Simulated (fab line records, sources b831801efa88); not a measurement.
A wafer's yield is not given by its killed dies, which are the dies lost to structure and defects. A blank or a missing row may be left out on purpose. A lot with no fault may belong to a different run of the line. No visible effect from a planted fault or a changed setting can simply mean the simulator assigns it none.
fab line records + flow gf180mcu
record:
- lots: 14
- wafers: 42
- lastDay: 34
route steps=602 shown VT_IMPLANT@131 NWELL@137 DUAL_GATE@152
lots that met no fault: taken from a fault-free run of the same line
startH: the number of hours between the record's first day and the start of the first shown wafer of the lot + waitH: hours since the lot's step before + " unchanged from the row above + L1.1+2: a single row standing in for several wafers + - value missing, or start not given + * or withheld: withheld + < > ~ a bound
route shown NAME@n: a module of which the file shows steps, and the number in the route of the first + usual: average and standard deviation across the fault-free wafers + same: alike in all rows + chamber/n: place in a boat + sites: per-site readings + _std_site: the values' standard deviation + _edge_site: the outer-site mean with the inner-site mean subtracted + radiusMm: for every site, how far away it sits from the centre of the wafer + mask NAME#n: copy n + behind: the last tool/chamber to shape the wafer + hold: the reason the lot was held/the length of the hold in hours/how it ended + device: the transistor (n, p or np) that didn't switch + end of line: the route-end tests of the same wafers + step lacking rows: just its recipe + killed: dies that structure and defects cost at the first sort, which is not the same as the wafer's yield + map: per-die view of a wafer (x killed, . not killed, _ where there is no die)
set.NAME: setting as actually run; set.NAME@STEP: the setting as run at that earlier step + model.NAME: the simulator's own value behind a step, which no gauge read
one table for each step of the route and one row for each wafer, over a sample of lots
services: from which hour (startH, from the record's first day; less than 0 if before it) a tool's chamber was out of use, for how many hours, and why
== steps ==
step: GF_VT_IMPLANT_IMPLANT_41
recipe:
- species: As
- energyKev: 70
- doseCm2: 1.013e+12
- tiltDeg: 7
usual:
- doseIonsCm2: 1.0131e+12/1.2e+09
- tiltDeg: 7.000/0.021
| lot.wafer | tool         | chamber | startH | waitH | doseIonsCm2 | tiltDeg |
|-----------|--------------|---------|--------|-------|-------------|---------|
| L872.2    | implanter-04 | 0       | 165.72 | 0.0   | 1.0136e+12  | 6.988   |
| L872.3    | "            | 0       | "      | "     | 1.0114e+12  | 7.020   |
| L872.6    | "            | 0       | "      | "     | 1.0127e+12  | 7.000   |
| L873.1    | implanter-03 | 0       | 169.78 | 0.0   | 1.0132e+12  | 7.010   |
| L873.4    | "            | 0       | "      | "     | 1.0145e+12  | 7.021   |
| L873.5    | "            | 0       | "      | "     | 1.0131e+12  | 7.043   |
| L875.2    | implanter-04 | 0       | 179.36 | 0.0   | 1.0132e+12  | 7.016   |
| L875.3    | "            | 0       | "      | "     | 1.0141e+12  | 7.032   |
| L875.5    | "            | 0       | "      | "     | 1.0149e+12  | 6.978   |
| L877.1    | implanter-04 | 0       | 195.68 | 0.0   | 1.0131e+12  | 7.000   |
| L877.2    | "            | 0       | "      | "     | 1.0133e+12  | 6.988   |
| L877.3    | "            | 0       | "      | "     | 1.0131e+12  | 7.004   |
| L878.1    | implanter-03 | 0       | 200.52 | 0.0   | 1.0118e+12  | 7.013   |
| L878.2    | "            | 0       | "      | "     | 1.0121e+12  | 6.994   |
| L878.4    | "            | 0       | "      | "     | 1.0129e+12  | 6.990   |
| L879.1    | implanter-04 | 0       | 207.84 | 0.0   | 1.0127e+12  | 6.996   |
| L879.3    | "            | 0       | "      | "     | 1.0143e+12  | 7.015   |
| L879.6    | "            | 0       | "      | "     | 1.0127e+12  | 7.009   |
| L880.2    | implanter-01 | 0       | 217.41 | 0.0   | 1.0127e+12  | 7.008   |
| L880.5    | "            | 0       | "      | "     | 1.0116e+12  | 7.021   |
| L880.6    | "            | 0       | "      | "     | 1.0129e+12  | 7.003   |
| L881.2    | implanter-03 | 0       | 225.05 | 0.0   | 1.0134e+12  | 6.980   |
| L881.4    | "            | 0       | "      | "     | 1.0138e+12  | 6.969   |
| L881.6    | "            | 0       | "      | "     | 1.0135e+12  | 6.965   |
| L882.1    | implanter-01 | 0       | 231.59 | 0.0   | 1.013e+12   | 7.035   |
| L882.4    | "            | 0       | "      | "     | 1.0127e+12  | 7.026   |
| L882.6    | "            | 0       | "      | "     | 1.0119e+12  | 7.040   |
| L884.1    | implanter-03 | 0       | 250.57 | 0.0   | 1.0118e+12  | 6.996   |
| L884.4    | "            | 0       | "      | "     | 1.0131e+12  | 6.981   |
| L884.5    | "            | 0       | "      | "     | 1.0124e+12  | 7.002   |
| L889.2    | implanter-04 | 0       | 286.45 | 0.0   | 1.0137e+12  | -0.018  |
| L889.3    | "            | 0       | "      | "     | 1.0143e+12  | 0.002   |
| L889.4    | "            | 0       | "      | "     | 1.0131e+12  | -0.007  |
| L891.1    | implanter-04 | 0       | 298.19 | 0.0   | 1.0139e+12  | -0.002  |
| L891.4    | "            | 0       | "      | "     | 1.011e+12   | -0.012  |
| L891.5    | "            | 0       | "      | "     | 1.0138e+12  | -0.018  |
| L892.4    | implanter-01 | 0       | 301.40 | 0.1   | 1.0133e+12  | 6.987   |
| L892.5    | "            | 0       | "      | "     | 1.0113e+12  | 7.016   |
| L892.6    | "            | 0       | "      | "     | 1.0142e+12  | 7.003   |
| L894.1    | implanter-03 | 0       | 311.33 | 0.0   | 1.0133e+12  | 6.962   |
| L894.4    | "            | 0       | "      | "     | 1.0137e+12  | 6.996   |
| L894.5    | "            | 0       | "      | "     | 1.0118e+12  | 6.987   |
step: GF_VT_IMPLANT_TW_MEAS_43
usual:
- VT_IMPLANT_4_TW: 694/3.5
| lot.wafer | tool         | chamber | startH | waitH | VT_IMPLANT_4_TW |
|-----------|--------------|---------|--------|-------|-----------------|
| L872.2    | filmMetro-02 | -       | 165.95 | 0.1   | 698             |
| L872.3    | "            | -       | "      | "     | 693             |
| L872.6    | "            | -       | "      | "     | 702             |
| L873.1    | filmMetro-02 | -       | 170.03 | 0.1   | 699             |
| L873.4    | "            | -       | "      | "     | 696             |
| L873.5    | "            | -       | "      | "     | 697             |
| L875.2    | filmMetro-01 | -       | 179.59 | 0.1   | 695             |
| L875.3    | "            | -       | "      | "     | 695             |
| L875.5    | "            | -       | "      | "     | 696             |
| L877.1    | filmMetro-01 | -       | 195.93 | 0.1   | 689             |
| L877.2    | "            | -       | "      | "     | 691             |
| L877.3    | "            | -       | "      | "     | 691             |
| L878.1    | filmMetro-01 | -       | 200.77 | 0.1   | 690             |
| L878.2    | "            | -       | "      | "     | 693             |
| L878.4    | "            | -       | "      | "     | 690             |
| L879.1    | filmMetro-01 | -       | 208.09 | 0.1   | 688             |
| L879.3    | "            | -       | "      | "     | 691             |
| L879.6    | "            | -       | "      | "     | 694             |
| L880.2    | filmMetro-01 | -       | 217.64 | 0.1   | 693             |
| L880.5    | "            | -       | "      | "     | 696             |
| L880.6    | "            | -       | "      | "     | 694             |
| L881.2    | filmMetro-02 | -       | 225.28 | 0.1   | 699             |
| L881.4    | "            | -       | "      | "     | 700             |
| L881.6    | "            | -       | "      | "     | 702             |
| L882.1    | filmMetro-01 | -       | 231.84 | 0.1   | 696             |
| L882.4    | "            | -       | "      | "     | 692             |
| L882.6    | "            | -       | "      | "     | 693             |
| L884.1    | filmMetro-02 | -       | 250.82 | 0.1   | 699             |
| L884.4    | "            | -       | "      | "     | 699             |
| L884.5    | "            | -       | "      | "     | 691             |
| L889.2    | filmMetro-04 | -       | 286.68 | 0.1   | 615             |
| L889.3    | "            | -       | "      | "     | 618             |
| L889.4    | "            | -       | "      | "     | 618             |
| L891.1    | filmMetro-01 | -       | 298.44 | 0.1   | 622             |
| L891.4    | "            | -       | "      | "     | 620             |
| L891.5    | "            | -       | "      | "     | 623             |
| L892.4    | filmMetro-02 | -       | 301.61 | 0.1   | 692             |
| L892.5    | "            | -       | "      | "     | 691             |
| L892.6    | "            | -       | "      | "     | 692             |
| L894.1    | filmMetro-01 | -       | 311.58 | 0.1   | 697             |
| L894.4    | "            | -       | "      | "     | 695             |
| L894.5    | "            | -       | "      | "     | 698             |
step: GF_VT_IMPLANT_RTA_45
recipe:
- tempC: 1050
- timeS: 30
- ambient: N2
usual:
- lampPowerPct: 32.4/2.7
- wafer_temp_C_max: 1054.0/1.3
| lot.wafer | tool         | chamber | startH | waitH | lampPowerPct | wafer_temp_C_max |
|-----------|--------------|---------|--------|-------|--------------|------------------|
| L872.2    | rtpAnneal-01 | 0       | 166.07 | 0.0   | 34.8         | 1053.0           |
| L872.3    | "            | 0       | "      | "     | 34.8         | 1053.0           |
| L872.6    | "            | 0       | "      | "     | 34.8         | 1052.2           |
| L873.1    | rtpAnneal-01 | 0       | 170.15 | 0.0   | 34.8         | 1053.4           |
| L873.4    | "            | 0       | "      | "     | 34.9         | 1052.5           |
| L873.5    | "            | 0       | "      | "     | 34.9         | 1052.1           |
| L875.2    | rtpAnneal-01 | 0       | 179.71 | 0.0   | 34.8         | 1052.9           |
| L875.3    | "            | 0       | "      | "     | 34.8         | 1053.3           |
| L875.5    | "            | 0       | "      | "     | 34.8         | 1052.1           |
| L877.1    | rtpAnneal-01 | 0       | 196.05 | 0.0   | 34.8         | 1052.7           |
| L877.2    | "            | 0       | "      | "     | 34.8         | 1052.9           |
| L877.3    | "            | 0       | "      | "     | 34.8         | 1054.4           |
| L878.1    | rtpAnneal-02 | 0       | 200.88 | 0.0   | 29.5         | 1056.5           |
| L878.2    | "            | 0       | "      | "     | 29.5         | 1055.6           |
| L878.4    | "            | 0       | "      | "     | 29.5         | 1054.7           |
| L879.1    | rtpAnneal-01 | 0       | 208.20 | 0.0   | 34.9         | 1052.1           |
| L879.3    | "            | 0       | "      | "     | 34.9         | 1052.5           |
| L879.6    | "            | 0       | "      | "     | 34.8         | 1053.7           |
| L880.2    | rtpAnneal-01 | 0       | 217.76 | 0.0   | 34.9         | 1053.5           |
| L880.5    | "            | 0       | "      | "     | 34.9         | 1053.5           |
| L880.6    | "            | 0       | "      | "     | 34.8         | 1053.6           |
| L881.2    | rtpAnneal-01 | 0       | 225.40 | 0.0   | 34.8         | 1053.1           |
| L881.4    | "            | 0       | "      | "     | 34.9         | 1052.3           |
| L881.6    | "            | 0       | "      | "     | 34.8         | 1052.7           |
| L882.1    | rtpAnneal-01 | 0       | 231.95 | 0.0   | 34.8         | 1053.4           |
| L882.4    | "            | 0       | "      | "     | 34.8         | 1052.4           |
| L882.6    | "            | 0       | "      | "     | 34.8         | 1054.1           |
| L884.1    | rtpAnneal-02 | 0       | 250.94 | 0.0   | 29.5         | 1055.4           |
| L884.4    | "            | 0       | "      | "     | 29.5         | 1056.1           |
| L884.5    | "            | 0       | "      | "     | 29.5         | 1054.6           |
| L889.2    | rtpAnneal-01 | 0       | 286.82 | 0.0   | 34.8         | 1052.3           |
| L889.3    | "            | 0       | "      | "     | 34.8         | 1053.9           |
| L889.4    | "            | 0       | "      | "     | 34.9         | 1052.4           |
| L891.1    | rtpAnneal-02 | 0       | 298.55 | 0.0   | 29.5         | 1054.6           |
| L891.4    | "            | 0       | "      | "     | 29.5         | 1055.5           |
| L891.5    | "            | 0       | "      | "     | 29.5         | 1055.5           |
| L892.4    | rtpAnneal-02 | 0       | 301.74 | 0.1   | 29.5         | 1054.9           |
| L892.5    | "            | 0       | "      | "     | 29.5         | 1054.6           |
| L892.6    | "            | 0       | "      | "     | 29.5         | 1055.6           |
| L894.1    | rtpAnneal-02 | 0       | 311.69 | 0.0   | 29.5         | 1054.9           |
| L894.4    | "            | 0       | "      | "     | 29.5         | 1055.6           |
| L894.5    | "            | 0       | "      | "     | 29.4         | 1053.7           |
step: GF_VT_IMPLANT_RS_MEAS_47
recipe:
- thkMeasGauge: four-point-probe
usual:
- NWELL_RS: 484.2/1.3
| lot.wafer | tool         | chamber | startH | waitH | NWELL_RS[ohm/sq] |
|-----------|--------------|---------|--------|-------|------------------|
| L872.2    | filmMetro-03 | -       | 166.29 | 0.1   | 484.0            |
| L872.3    | "            | -       | "      | "     | 485.5            |
| L872.6    | "            | -       | "      | "     | 484.2            |
| L873.1    | filmMetro-04 | -       | 170.37 | 0.1   | 483.0            |
| L873.4    | "            | -       | "      | "     | 483.4            |
| L873.5    | "            | -       | "      | "     | 483.0            |
| L875.2    | filmMetro-03 | -       | 179.94 | 0.1   | 487.2            |
| L875.3    | "            | -       | "      | "     | 485.7            |
| L875.5    | "            | -       | "      | "     | 485.0            |
| L877.1    | filmMetro-03 | -       | 196.27 | 0.1   | 486.7            |
| L877.2    | "            | -       | "      | "     | 485.4            |
| L877.3    | "            | -       | "      | "     | 486.5            |
| L878.1    | filmMetro-03 | -       | 201.10 | 0.1   | 484.4            |
| L878.2    | "            | -       | "      | "     | 484.9            |
| L878.4    | "            | -       | "      | "     | 484.6            |
| L879.1    | filmMetro-02 | -       | 208.42 | 0.1   | 482.7            |
| L879.3    | "            | -       | "      | "     | 482.1            |
| L879.6    | "            | -       | "      | "     | 482.5            |
| L880.2    | filmMetro-04 | -       | 217.98 | 0.1   | 483.2            |
| L880.5    | "            | -       | "      | "     | 483.4            |
| L880.6    | "            | -       | "      | "     | 483.4            |
| L881.2    | filmMetro-03 | -       | 225.62 | 0.1   | 485.5            |
| L881.4    | "            | -       | "      | "     | 485.1            |
| L881.6    | "            | -       | "      | "     | 485.6            |
| L882.1    | filmMetro-02 | -       | 232.17 | 0.1   | 484.8            |
| L882.4    | "            | -       | "      | "     | 486.2            |
| L882.6    | "            | -       | "      | "     | 486.2            |
| L884.1    | filmMetro-02 | -       | 251.16 | 0.1   | 482.8            |
| L884.4    | "            | -       | "      | "     | 483.5            |
| L884.5    | "            | -       | "      | "     | 482.8            |
| L889.2    | filmMetro-04 | -       | 287.13 | 0.1   | 483.2            |
| L889.3    | "            | -       | "      | "     | 482.8            |
| L889.4    | "            | -       | "      | "     | 483.4            |
| L891.1    | filmMetro-04 | -       | 298.77 | 0.1   | 482.3            |
| L891.4    | "            | -       | "      | "     | 483.3            |
| L891.5    | "            | -       | "      | "     | 483.4            |
| L892.4    | filmMetro-03 | -       | 301.97 | 0.1   | 485.3            |
| L892.5    | "            | -       | "      | "     | 486.6            |
| L892.6    | "            | -       | "      | "     | 487.1            |
| L894.1    | filmMetro-03 | -       | 311.91 | 0.1   | 482.9            |
| L894.4    | "            | -       | "      | "     | 481.0            |
| L894.5    | "            | -       | "      | "     | 483.1            |
step: GF_DUAL_GATE_OVL_MEAS_11
usual:
- DUAL_GATE_OVL: -0.5/1.7
| lot.wafer | tool       | chamber | startH | waitH | DUAL_GATE_OVL[nm] |
|-----------|------------|---------|--------|-------|-------------------|
| L872.2    | overlay-02 | -       | 184.78 | 0.1   | -1.3              |
| L872.3    | "          | -       | "      | "     | 0.0               |
| L872.6    | "          | -       | "      | "     | -0.4              |
| L873.1    | overlay-02 | -       | 189.02 | 0.1   | -0.6              |
| L873.4    | "          | -       | "      | "     | -1.4              |
| L873.5    | "          | -       | "      | "     | -3.0              |
| L875.2    | overlay-01 | -       | 199.40 | 0.1   | -2.6              |
| L875.3    | "          | -       | "      | "     | -1.3              |
| L875.5    | "          | -       | "      | "     | -1.1              |
| L877.1    | overlay-01 | -       | 215.49 | 0.1   | -0.2              |
| L877.2    | "          | -       | "      | "     | -2.5              |
| L877.3    | "          | -       | "      | "     | -1.3              |
| L878.1    | overlay-01 | -       | 220.79 | 0.1   | -1.7              |
| L878.2    | "          | -       | "      | "     | -0.5              |
| L878.4    | "          | -       | "      | "     | 0.3               |
| L879.1    | overlay-01 | -       | 228.12 | 0.1   | -0.3              |
| L879.3    | "          | -       | "      | "     | 0.0               |
| L879.6    | "          | -       | "      | "     | -0.3              |
| L880.2    | overlay-02 | -       | 237.13 | 0.1   | 0.0               |
| L880.5    | "          | -       | "      | "     | -1.6              |
| L880.6    | "          | -       | "      | "     | -1.1              |
| L881.2    | overlay-01 | -       | 245.60 | 0.1   | 0.7               |
| L881.4    | "          | -       | "      | "     | 0.2               |
| L881.6    | "          | -       | "      | "     | -1.3              |
| L882.1    | overlay-01 | -       | 251.82 | 0.1   | 1.1               |
| L882.4    | "          | -       | "      | "     | 0.5               |
| L882.6    | "          | -       | "      | "     | 1.7               |
| L884.1    | overlay-02 | -       | 271.84 | 0.1   | -4.7              |
| L884.4    | "          | -       | "      | "     | -4.0              |
| L884.5    | "          | -       | "      | "     | -3.4              |
| L889.2    | overlay-01 | -       | 310.00 | 0.1   | 1.4               |
| L889.3    | "          | -       | "      | "     | 1.1               |
| L889.4    | "          | -       | "      | "     | 3.0               |
| L891.1    | overlay-02 | -       | 320.69 | 0.1   | -0.9              |
| L891.4    | "          | -       | "      | "     | -1.9              |
| L891.5    | "          | -       | "      | "     | 0.6               |
| L892.4    | overlay-02 | -       | 325.98 | 0.1   | -1.2              |
| L892.5    | "          | -       | "      | "     | -1.4              |
| L892.6    | "          | -       | "      | "     | -3.3              |
| L894.1    | overlay-02 | -       | 336.07 | 0.1   | -1.3              |
| L894.4    | "          | -       | "      | "     | -2.0              |
| L894.5    | "          | -       | "      | "     | -2.1              |
== services ==
| tool         | chamber | startH | hours | kind   |
|--------------|---------|--------|-------|--------|
| implanter-04 | -       | 161.66 | 2.8   | repair |
| rtpAnneal-02 | -       | 192.40 | 7.4   | pm     |
| implanter-01 | -       | 210.12 | 4.6   | pm     |
| implanter-04 | -       | 212.68 | 3.8   | pm     |
| implanter-03 | -       | 220.95 | 1.8   | repair |
| implanter-01 | -       | 235.29 | 9.8   | pm     |
| implanter-04 | -       | 248.58 | 4.7   | pm     |
| implanter-03 | -       | 250.82 | 0.7   | repair |
| implanter-03 | -       | 275.63 | 8.3   | pm     |
== key ==
firstSign:
- step: GF_VT_IMPLANT_IMPLANT_41
- reading: tiltDeg
- direction: down
- sigmas: 99+
- usual: 7.000
- struck: -0.009
effect:
- step: GF_VT_IMPLANT_TW_MEAS_43
- reading: VT_IMPLANT_4_TW
- direction: down
- sigmas: 21
- usual: 694
- struck: 619
metAt GF_VT_IMPLANT_IMPLANT_41
struckLots L889,L891
testerLeftOut L889,L891
notActingAt GF_VT_IMPLANT_RTA_45,GF_VT_IMPLANT_RS_MEAS_47,GF_DUAL_GATE_OVL_MEAS_11
onsetBetween 207.84 286.45
fault:
- kind: processParameterDrift
- tool: implanter-04
- chamber: -
- onsetH: 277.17
- steps: GF_VT_IMPLANT_IMPLANT_41
- channel: tiltDeg
- offset: -7
- shape: step
- endH: 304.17
- actsIn: theseRecipesOnly
- stated: 7
testerLeftOut: of these lots the tester's yield and bins aren't shown, on N5 and GAA mostly nor the transistor test; their killed dies are dies lost to structure and defects alone, not to doping, threshold or leakage, so they don't give the yield
